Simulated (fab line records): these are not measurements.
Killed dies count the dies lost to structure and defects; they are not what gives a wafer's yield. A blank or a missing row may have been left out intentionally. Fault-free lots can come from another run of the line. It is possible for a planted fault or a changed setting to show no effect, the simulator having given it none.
Matching of chambers    flow gf180mcu    4 sister chambers for GF_V1_ETCH_16 on rie_diel-03
The step etches BARC in N2/H2. 30 wafers are shown with their chamber, then 12 later ones without.

== WAFERS WITH THEIR CHAMBER ==
wafer   chamber  drypump_motor_current_A (A)  oes_product_au (a.u.)  throttle_valve_pct (%)
L077.1  1        5.8                          0.862                  13.209
L077.2  0        5.4                          0.849                  13.240
L077.3  3        6.2                          0.846                  13.220
L077.4  2        5.4                          0.847                  13.222
L077.5  3        6.1                          0.855                  13.222
L077.6  2        5.4                          0.853                  13.208
L078.2  3        6.2                          0.851                  13.237
L078.4  1        5.8                          0.854                  13.226
L078.6  1        5.8                          0.859                  13.221
L080.2  3        6.1                          0.860                  13.214
L080.4  1        5.8                          0.849                  13.229
L080.6  2        5.4                          0.857                  13.230
L082.1  1        5.8                          0.852                  13.231
L082.3  3        6.1                          0.856                  13.224
L082.5  0        5.4                          0.854                  13.221
L083.1  1        5.8                          0.856                  13.241
L083.2  0        5.4                          0.848                  13.220
L083.3  3        6.1                          0.860                  13.224
L083.4  3        6.2                          0.853                  13.213
L083.5  0        5.3                          0.853                  13.222
L083.6  1        5.8                          0.858                  13.233
L085.2  2        5.4                          0.848                  13.208
L085.4  3        6.2                          0.853                  13.242
L085.6  3        6.2                          0.856                  13.220
L087.2  3        6.2                          0.854                  13.221
L087.4  0        5.3                          0.854                  13.210
L087.6  1        5.8                          0.853                  13.227
L089.1  0        5.4                          0.854                  13.225
L089.3  2        5.4                          0.851                  13.228
L089.6  3        6.1                          0.856                  13.215

SIGNATURES (means of the wafers above)
reading                  chamber 0  chamber 1  chamber 2  chamber 3  scatter within a chamber
drypump_motor_current_A  5.367      5.800      5.400      6.155      0.0395
oes_product_au           0.85200    0.85537    0.85120    0.85455    0.00384
throttle_valve_pct       13.22300   13.22713   13.21920   13.22291   0.00954
Rule: a wafer's distance from a chamber is the root of the sum, over the readings, of the square of ((its reading less the chamber's mean) divided by the reading's scatter). If the next closest chamber is less than 2 further off than the closest, the wafer can't be placed; otherwise it belongs to the closest. The scatter: the root of (the sum of the squares of (reading less its chamber's mean) over the shown wafers, divided by (wafers less chambers)).

== WAFERS MISSING THEIR CHAMBER ==
wafer   drypump_motor_current_A (A)  oes_product_au (a.u.)  throttle_valve_pct (%)
L092.2  5.4                          0.850                  13.227
L092.3  6.1                          0.853                  13.217
L092.5  5.4                          0.842                  13.234
L093.3  5.4                          0.851                  13.222
L093.5  6.2                          0.849                  13.219
L093.6  5.4                          0.845                  13.230
L094.2  5.8                          0.849                  13.224
L094.4  5.5                          0.860                  13.216
L094.6  5.8                          0.845                  13.222
L097.1  5.8                          0.853                  13.236
L097.2  5.4                          0.858                  13.220
L097.4  5.4                          0.861                  13.236

== WHICH CHAMBER EACH ONE RAN IN ==
wafer   from the rows above      in truth
L092.2  can't be placed: 2 or 0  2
L092.3  3                        3
L092.5  can't be placed: 2 or 0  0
L093.3  can't be placed: 2 or 0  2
L093.5  3                        3
L093.6  can't be placed: 2 or 0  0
L094.2  1                        1
L094.4  can't be placed: 2 or 0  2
L094.6  1                        1
L097.1  1                        1
L097.2  can't be placed: 2 or 0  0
L097.4  can't be placed: 0 or 2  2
Placed correctly: 5 of 12. Unplaceable from these rows: 7, with the true chamber sitting among the candidates in 7. Placed wrongly: 0.
